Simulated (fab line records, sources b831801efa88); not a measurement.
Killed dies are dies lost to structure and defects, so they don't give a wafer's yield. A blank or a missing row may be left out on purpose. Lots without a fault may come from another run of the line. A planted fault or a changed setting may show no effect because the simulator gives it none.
Which tool did it? | flow sky130 | 7 lots, 21 wafers sampled, at 1 step of a route of 708

WHAT THE GAUGES READ, wafer by wafer
SKY_LI_CONTACT_CD_MEAS_12: target cd 170 nm.
lot  | measured     | on        | cd_nm (nm)
L705 | day 29 12:40 | cd_sem-01 | 166.3 167.6 166.9
L711 | day 31 12:11 | cd_sem-01 | 170.9 171.0 172.4
L713 | day 32 03:26 | cd_sem-01 | 170.2 170.6 168.7
L719 | day 34 09:14 | cd_sem-01 | 168.4 169.0 169.1
L721 | day 34 22:08 | cd_sem-01 | 170.7 169.2 170.2
L724 | day 35 19:01 | cd_sem-02 | 172.0 172.1 173.0
L726 | day 36 06:20 | cd_sem-01 | 169.9 171.1 169.3

WHICH TOOL RAN EACH LOT (tool, then ch and the chambers of the sampled wafers, then the start)
The record holds no process step before these readings.

THE ANSWER, worked out from the rows above alone
Rule: what is usual is taken from the lots themselves. Put in order of their means at a reading, lots are off if they are a third of the lots or fewer, leave a main group of 4 or more, and stand apart from it by a gap of 3 or more times the standard deviation of the main group's means; of several such gaps the widest counts. A main group whose means are all the same, to the digits that the tables above print for the reading, isn't used. A lot without any number at a reading at which 4 lots or more have one is off too. The other lots that the step has rows for count as sound.
No lot is off at any reading shown: from this, nothing can be told.

WHAT THE SIMULATOR HAD PUT IN
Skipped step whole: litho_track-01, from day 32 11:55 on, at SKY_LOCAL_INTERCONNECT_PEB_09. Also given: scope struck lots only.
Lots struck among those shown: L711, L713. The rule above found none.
